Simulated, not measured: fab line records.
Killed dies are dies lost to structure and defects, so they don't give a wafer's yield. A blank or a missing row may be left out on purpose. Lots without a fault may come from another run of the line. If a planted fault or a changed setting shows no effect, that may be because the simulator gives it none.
Which tool did it? :: flow gf180mcu :: 11 lots, 33 wafers sampled, at 4 steps of a route of 602

## WHAT THE GAUGES READ, wafer by wafer
GF_V1_THK_MEAS_03. Usual: V1_CVD_02_THK typically reads 852 nm, with standard deviation 12.
lot: L382
measured: day 18 07:37
on: film-metro-02
V1_CVD_02_THK (nm): 842 845 847
flag: 

lot: L383
measured: day 18 15:20
on: film-metro-03
V1_CVD_02_THK (nm): 847 838 866
flag: 

lot: L385
measured: day 19 08:47
on: film-metro-04
V1_CVD_02_THK (nm): 834 846 852
flag: 

lot: L387
measured: day 20 05:11
on: film-metro-04
V1_CVD_02_THK (nm): 834 852 857
flag: 

lot: L389
measured: day 21 05:22
on: film-metro-03
V1_CVD_02_THK (nm): 851 861 877
flag: 

lot: L392
measured: day 22 03:16
on: film-metro-03
V1_CVD_02_THK (nm): 849 868 861
flag: 

lot: L397
measured: day 23 18:07
on: film-metro-02
V1_CVD_02_THK (nm): 864 859 813 864 858 813
flag: 

lot: L399
measured: day 24 06:30
on: film-metro-04
V1_CVD_02_THK (nm): 832 813 809 832 813 809
flag: 

lot: L400
measured: day 24 14:50
on: film-metro-03
V1_CVD_02_THK (nm): 841 851 857
flag: 

lot: L401
measured: day 24 22:44
on: film-metro-02
V1_CVD_02_THK (nm): 837 857 856
flag: 

lot: L402
measured: day 25 09:38
on: film-metro-04
V1_CVD_02_THK (nm): 847 834 861
flag: 

## TOOL THAT RAN EACH LOT (tool first, then ch and the chambers of the sampled wafers, then the start)
lot: L382
GF_CONTACT_ETCH_17: rie-diel-02 ch 0,1,3, day 17 06:42 or earlier
GF_CONTACT_SPUTTER_23: pvd-sputter-03, day 17 06:42
GF_V1_CVD_02: pecvd-02 ch 0,1,2, day 18 07:32

lot: L383
GF_CONTACT_ETCH_17: rie-diel-01 ch 0,3, day 17 13:42 or earlier
GF_CONTACT_SPUTTER_23: pvd-sputter-02, day 17 13:42
GF_V1_CVD_02: pecvd-01 ch 1,2, day 18 15:16

lot: L385
GF_CONTACT_ETCH_17: rie-diel-02 ch 0,2,3, day 18 06:32 or earlier
GF_CONTACT_SPUTTER_23: pvd-sputter-02, day 18 06:32
GF_V1_CVD_02: pecvd-01 ch 0,1, day 19 08:43

lot: L387
GF_CONTACT_ETCH_17: rie-diel-03 ch 1,2,3, day 19 03:08 or earlier
GF_CONTACT_SPUTTER_23: pvd-sputter-02, day 19 03:08
GF_V1_CVD_02: pecvd-01 ch 0,2, day 20 05:06

lot: L389
GF_CONTACT_ETCH_17: rie-diel-03 ch 1,2,3, day 20 03:34 or earlier
GF_CONTACT_SPUTTER_23: pvd-sputter-02, day 20 03:34
GF_V1_CVD_02: pecvd-02 ch 0,1,2, day 21 05:17

lot: L392
GF_CONTACT_ETCH_17: rie-diel-03 ch 0,1,3, day 21 01:15 or earlier
GF_CONTACT_SPUTTER_23: pvd-sputter-03, day 21 01:15
GF_V1_CVD_02: pecvd-02 ch 1,2, day 22 03:10

lot: L397
GF_CONTACT_ETCH_17: rie-diel-02 ch 0,2, day 22 17:11 or earlier
GF_CONTACT_SPUTTER_23: pvd-sputter-03, day 22 17:11
GF_V1_CVD_02: pecvd-01 ch 0,1,2, day 23 18:03

lot: L399
GF_CONTACT_ETCH_17: rie-diel-01 ch 2,3, day 23 06:08 or earlier
GF_CONTACT_SPUTTER_23: pvd-sputter-04, day 23 06:08
GF_V1_CVD_02: pecvd-01 ch 0,1,2, day 24 06:25

lot: L400
GF_CONTACT_ETCH_17: rie-diel-02 ch 0,1,3, day 23 14:29 or earlier
GF_CONTACT_SPUTTER_23: pvd-sputter-02, day 23 14:29
GF_V1_CVD_02: pecvd-03 ch 0,2, day 24 14:46

lot: L401
GF_CONTACT_ETCH_17: rie-diel-02 ch 0,3, day 23 22:35 or earlier
GF_CONTACT_SPUTTER_23: pvd-sputter-04, day 23 22:35
GF_V1_CVD_02: pecvd-03 ch 0,2, day 24 22:40

lot: L402
GF_CONTACT_ETCH_17: rie-diel-01 ch 0,3, day 24 09:42 or earlier
GF_CONTACT_SPUTTER_23: pvd-sputter-03, day 24 09:42
GF_V1_CVD_02: pecvd-03 ch 0,2, day 25 09:34
- GF_CONTACT_ETCH_17: etches SiO2 in C4F8/O2/Ar, stops on CoSi2, target depth 860 nm.
- GF_CONTACT_SPUTTER_23: material TiN, target thk 10 nm, time 40 s.
- GF_V1_CVD_02: deposits SiO2 from TEOS, target thk 850 nm, time 94.851 s.

## WHAT THE TOOLS THEMSELVES READ (means of the sampled wafers that have a number; where no wafer has one, the mark that the record gives instead)
GF_CONTACT_ETCH_17. Usual: oes-product-au reads 0.815 a.u. (standard deviation 0.0047).
lot: L382
tool: rie-diel-02
oes-product-au (a.u.): 0.813
flag: 

lot: L383
tool: rie-diel-01
oes-product-au (a.u.): 0.814
flag: 

lot: L385
tool: rie-diel-02
oes-product-au (a.u.): 0.816
flag: 

lot: L387
tool: rie-diel-03
oes-product-au (a.u.): 0.812
flag: 

lot: L389
tool: rie-diel-03
oes-product-au (a.u.): 0.812
flag: 

lot: L392
tool: rie-diel-03
oes-product-au (a.u.): 0.818
flag: 

lot: L397
tool: rie-diel-02
oes-product-au (a.u.): 0.814
flag: 

lot: L399
tool: rie-diel-01
oes-product-au (a.u.): 0.811
flag: 

lot: L400
tool: rie-diel-02
oes-product-au (a.u.): 0.818
flag: 

lot: L401
tool: rie-diel-02
oes-product-au (a.u.): 0.812
flag: 

lot: L402
tool: rie-diel-01
oes-product-au (a.u.): 0.809
flag: 

GF_CONTACT_SPUTTER_23. Usual: cathode-dc-power-W 4000.0 W, standard deviation 0.69; throttle-valve-pct 30.1 %, standard deviation 0.97.
lot: L382
tool: pvd-sputter-03
cathode-dc-power-W (W): 4000.8
throttle-valve-pct (%): 29.1
flag: 

lot: L383
tool: pvd-sputter-02
cathode-dc-power-W (W): 4000.1
throttle-valve-pct (%): 30.0
flag: 

lot: L385
tool: pvd-sputter-02
cathode-dc-power-W (W): 4000.0
throttle-valve-pct (%): 30.7
flag: 

lot: L387
tool: pvd-sputter-02
cathode-dc-power-W (W): 4000.4
throttle-valve-pct (%): 29.3
flag: 

lot: L389
tool: pvd-sputter-02
cathode-dc-power-W (W): 3999.3
throttle-valve-pct (%): 29.5
flag: 

lot: L392
tool: pvd-sputter-03
cathode-dc-power-W (W): 4000.1
throttle-valve-pct (%): 30.2
flag: 

lot: L397
tool: pvd-sputter-03
cathode-dc-power-W (W): 3999.5
throttle-valve-pct (%): 30.6
flag: 

lot: L399
tool: pvd-sputter-04
cathode-dc-power-W (W): 3999.9
throttle-valve-pct (%): 30.7
flag: 

lot: L400
tool: pvd-sputter-02
cathode-dc-power-W (W): 4000.3
throttle-valve-pct (%): 30.1
flag: 

lot: L401
tool: pvd-sputter-04
cathode-dc-power-W (W): 3999.8
throttle-valve-pct (%): 30.8
flag: 

lot: L402
tool: pvd-sputter-03
cathode-dc-power-W (W): 3999.9
throttle-valve-pct (%): 30.0
flag: 

GF_V1_CVD_02. Usual: heater-power-w reads 629 W (standard deviation 120).
lot: L382
tool: pecvd-02
heater-power-w (W): 694
flag: 

lot: L383
tool: pecvd-01
heater-power-w (W): 603
flag: 

lot: L385
tool: pecvd-01
heater-power-w (W): 609
flag: 

lot: L387
tool: pecvd-01
heater-power-w (W): 567
flag: 

lot: L389
tool: pecvd-02
heater-power-w (W): 744
flag: 

lot: L392
tool: pecvd-02
heater-power-w (W): 742
flag: 

lot: L397
tool: pecvd-01
heater-power-w (W): 555
flag: 

lot: L399
tool: pecvd-01
heater-power-w (W): 543
flag: 

lot: L400
tool: pecvd-03
heater-power-w (W): 739
flag: 

lot: L401
tool: pecvd-03
heater-power-w (W): 700
flag: 

lot: L402
tool: pecvd-03
heater-power-w (W): 706
flag: 

## THE ANSWER, worked out from the rows above alone
Rule: a lot counts as off when the mean over its wafers that have a number is more than 3 standard deviations away from the usual mean. A lot without any number at a reading at which 4 lots or more have one is off too. Any other lot the step has rows for is counted as sound. First the gauges in route order, then the tools' own readings, where a lot's mean is used as printed above. At the first step where some lot is off, the reading lying furthest off is the one used; lots without a number count as furthest.
Nothing can be told from this: no lot is off at any reading shown.

## WHAT THE SIMULATOR HAD PUT IN
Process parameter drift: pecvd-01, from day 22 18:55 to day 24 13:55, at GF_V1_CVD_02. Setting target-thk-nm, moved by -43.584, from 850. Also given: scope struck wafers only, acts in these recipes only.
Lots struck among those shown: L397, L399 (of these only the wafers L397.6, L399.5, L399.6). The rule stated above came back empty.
